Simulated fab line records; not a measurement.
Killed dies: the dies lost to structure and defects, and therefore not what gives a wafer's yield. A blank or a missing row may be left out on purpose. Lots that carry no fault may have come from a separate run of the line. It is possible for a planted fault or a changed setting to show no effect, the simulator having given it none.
2 desks, one fault    flow sky130    each desk has only its own numbers; what lay behind them comes last

== FROM THE METROLOGY DESK ==
What the gauges read for every lot (on any tool): the sampled wafers with a number, averaged. Marked OUT: a lot whose mean sits more than 4 standard deviations from the usual mean, which makes it out of limits; the brackets give that distance.
Columns: A = cdNm at SKY_FIELD_ISO_CD_MEAS_13, usual 150.1 nm; B = NWELL_01_OVL at SKY_NWELL_OVL_MEAS_23, usual 0.3 nm; C = cdNm at SKY_VT_ADJUST_HVTR_CD_MEAS_07, usual 379.2 nm
lot   first seen here  A                B     C
L106  day 2 05:47      151.4            -0.4  381.3
L107  day 2 10:54      150.5            -0.3  379.2
L112  day 3 12:22      149.8            1.2   377.1
L113  day 3 15:20      149.8            1.6   378.7
L117  day 4 19:47      148.9            -0.3  376.8
L118  day 5 00:52      57.6 (-62) OUT   -     -
L119  day 5 05:40      150.6            0.7   378.4
L120  day 5 07:35      58.8 (-61) OUT   -     -
L122  day 5 15:57      153.1            2.5   382.4
L124  day 6 01:46      117.7 (-22) OUT  0.7   379.6
L127  day 6 18:20      150.1            1.5   380.2
L128  day 6 23:25      152.3            0.7   379.4
L129  day 7 06:13      148.8            2.9   381.8
This desk finds L118, L120, L124 out of limits, L118 being first, at day 5 00:52 (cdNm at SKY_FIELD_ISO_CD_MEAS_13). L106, L107, L112, L113, L117, L119, L122, L127, L128, L129: within limits.

== AT THE TOOL OWNER'S DESK: krfScanner-02 ==
The tool's own readings at SKY_FIELD_ISO_EXPOSE_10 (exposes mask FOM, target cd 150 nm): means of the sampled wafers that have a number, for each lot that ran on this tool. Marked OUT: a lot whose mean sits more than 4 standard deviations from the usual mean, which makes it out of limits; the brackets give that distance.
Columns: A = stageVelMmS at SKY_FIELD_ISO_EXPOSE_10, usual 500.06 mm/s
lot   first seen here  A
L106  day 1 22:22      499.96
L112  day 3 05:00      499.88
L113  day 3 08:13      499.92
L117  day 4 11:41      499.86
L118  day 4 16:15      500.17
L120  day 4 22:55      500.36
L124  day 5 16:54      500.16
This desk's finding: nothing out of limits on any of the 7 lots.

== BROUGHT TOGETHER ==
The metrology desk could have raised an alarm at day 5 00:52, on L118, L120, L124.
Nothing out of limits was seen by the tool owner's desk.
Tool owner's desk: L118, L120, L124 on record, inside its limits.
On krfScanner-02, each named lot ran SKY_FIELD_ISO_EXPOSE_10.

== WHAT THE SIMULATOR PUT IN ==
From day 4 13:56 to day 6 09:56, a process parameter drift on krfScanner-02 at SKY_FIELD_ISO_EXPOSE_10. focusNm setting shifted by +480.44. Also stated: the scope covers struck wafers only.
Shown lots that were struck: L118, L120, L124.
Time in hours between the start of the fault and the first out-of-limits reading at each desk: metrology desk, 11.
